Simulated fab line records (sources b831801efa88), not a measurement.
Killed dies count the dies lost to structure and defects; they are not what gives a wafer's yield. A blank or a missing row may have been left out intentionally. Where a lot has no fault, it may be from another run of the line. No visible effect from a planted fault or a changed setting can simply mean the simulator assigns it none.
Matching of chambers ; flow sky130 ; SKY_POLY_GATE_ETCH_17 on rie si-01 has 4 sister chambers
The step etches poly-Si in HBr/Cl2, stops on SiO2, target depth 180 nm, time 70.5 s. 8 wafers are shown with their chamber, then 7 later ones without.

## WAFERS PAIRED WITH THEIR CHAMBERS
wafer;chamber;drypump motor current A (A);he backside leak sccm (sccm)
L384.3;2;5.93;3.06
L384.4;3;5.34;2.47
L389.1;3;5.34;2.61
L389.5;1;5.54;2.70
L390.3;1;5.53;2.79
L390.6;2;5.91;3.01
L391.4;0;5.65;2.27
L391.5;0;5.65;2.25

## WAFERS WHOSE CHAMBER IS MISSING
wafer;drypump motor current A (A);he backside leak sccm (sccm)
L391.6;5.35;2.71
L393.3;5.92;3.01
L393.4;5.37;2.63
L393.6;5.54;2.52
L405.2;5.53;2.84
L405.3;5.65;2.33
L405.5;5.64;2.33

## WHICH CHAMBER EACH ONE RAN IN
wafer;from the rows above;in truth
L391.6;3;3
L393.3;2;2
L393.4;3;3
L393.6;1;1
L405.2;1;1
L405.3;0;0
L405.5;0;0
7 of 7 placed correctly. From these rows, 0 cannot be placed. Wrongly placed: 0.
How it was worked out, from the rows above alone: a wafer's distance from a chamber is the root of the sum, over the readings, of the square of ((its reading less the chamber's mean) divided by the reading's scatter). The wafer belongs to the nearest chamber; if the next one is less than 2 further off, it can't be placed. A chamber's mean is the mean of its shown wafers. The scatter: the root of (the sum of the squares of (reading less its chamber's mean) over the shown wafers, divided by (wafers less chambers)).
